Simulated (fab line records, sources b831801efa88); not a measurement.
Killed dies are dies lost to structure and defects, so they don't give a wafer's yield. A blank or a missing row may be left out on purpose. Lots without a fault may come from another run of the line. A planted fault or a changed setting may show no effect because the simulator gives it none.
Problem report in the 8D (eight disciplines) form, filled by code | flow gf180mcu | the parts of the form that need people (team, actions taken, sign-off) are left out

1. THE PROBLEM
POLY_GATE_CVD_00_THK at GF_POLY_GATE_THK_MEAS_01 reads a mean of 230.9 nm on 3 wafers of 1 lot; wafers without a fault read 199.6 nm with a standard deviation of 1.9. That is +16 standard deviations from the usual mean.
First seen on wafer L508.1, day 12 23:07, on film_metro-01. The record holds 36 wafers of 12 lots with a number at this step. Rule for "out", or "out of limits": more than 4 standard deviations from the usual mean. The other wafers with a number count as sound.

2. WHAT IT IS AND WHAT IT IS NOT
question                    | is                     | is not
which readings at this step | POLY_GATE_CVD_00_THK   | -
which lots                  | L508                   | L494, L495, L496, L497, L499, L500, L501, L503, L510, L512, L516
which wafers of those lots  | all that have a number | -
read on which gauges        | film_metro-01          | film_metro-02, film_metro-03
when                        | from day 12 23:07      | up to then (24 sound wafers); but 9 sound wafers of L510, L512, L516 came after

3. SUSPECTS, AND WHAT RULES EACH OUT
Counting: a tool at a process step up to the reading stays a suspect if it ran every lot that is out and no sound lot after the first of them.
- the gauge at GF_POLY_GATE_THK_MEAS_01: ruled out. All the wafers that are out were read on film_metro-01, but those of them that GF_POLY_GATE_CVD_00 has rows for are out there too, on other tools.
- plasma_asher-04 at GF_VT_IMPLANT_STRIP_31 (strips in O2/N2): ruled out as a lasting fault. Sound lots L510, L516 ran on it after its first lot that is out, L508 (day 10 22:47).
- lpcvd-01 at GF_POLY_GATE_CVD_00 (deposits poly-Si, target thk 200 nm, time 1200 s): ruled out as a lasting fault. Sound lots L512 ran on it after its first lot that is out, L508 (day 12 21:47).
Left after counting: nothing in the record.

4. THE CAUSE (what the simulator had put in)
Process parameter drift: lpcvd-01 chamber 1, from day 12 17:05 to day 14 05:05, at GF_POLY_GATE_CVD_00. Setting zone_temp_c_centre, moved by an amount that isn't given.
Counting ruled it out, wrongly: the rule takes a fault to strike every lot that its tool runs from its start on, and this one did not.

5. THE CHAIN OF EFFECTS, in route order
Each row: a reading whose mean over the struck wafers that have a number lies more than 3 standard deviations from the usual. Only readings for which the record gives a usual standard deviation are gone through. hours: the time from each lot's start at the first step in this table that gives one to its start at this step, as a median over the lots. sigmas: the change in usual standard deviations.
hours | step                     | reading               | usual    | on struck wafers | change | sigmas
0     | GF_POLY_GATE_CVD_00      | spike_tc_centre_C     | 621.4 C  | 638.7            | +17.3  | +11
0     | GF_POLY_GATE_CVD_00      | zone_power_centre_pct | 10.2 %   | 14.1             | +3.9   | +11
0     | GF_POLY_GATE_CVD_00      | zone_power_lower_pct  | 9.1 %    | 7.8              | -1.3   | -3.6
1     | GF_POLY_GATE_THK_MEAS_01 | POLY_GATE_CVD_00_THK  | 199.6 nm | 230.9            | +31.3  | +16
The process steps in it:
- GF_POLY_GATE_CVD_00: deposits poly-Si, target thk 200 nm, time 1200 s.

6. WHAT WOULD HAVE CAUGHT IT SOONER
In this record the first reading out of limits at a measuring or inspecting step was taken at day 12 23:07, 6 hours after the fault began at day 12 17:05.
The tool's own readings at GF_POLY_GATE_CVD_00 were out on every struck wafer that the step has a row for (spike_tc_centre_C, zone_power_centre_pct): an alarm limit on them would have fired on the first of those.
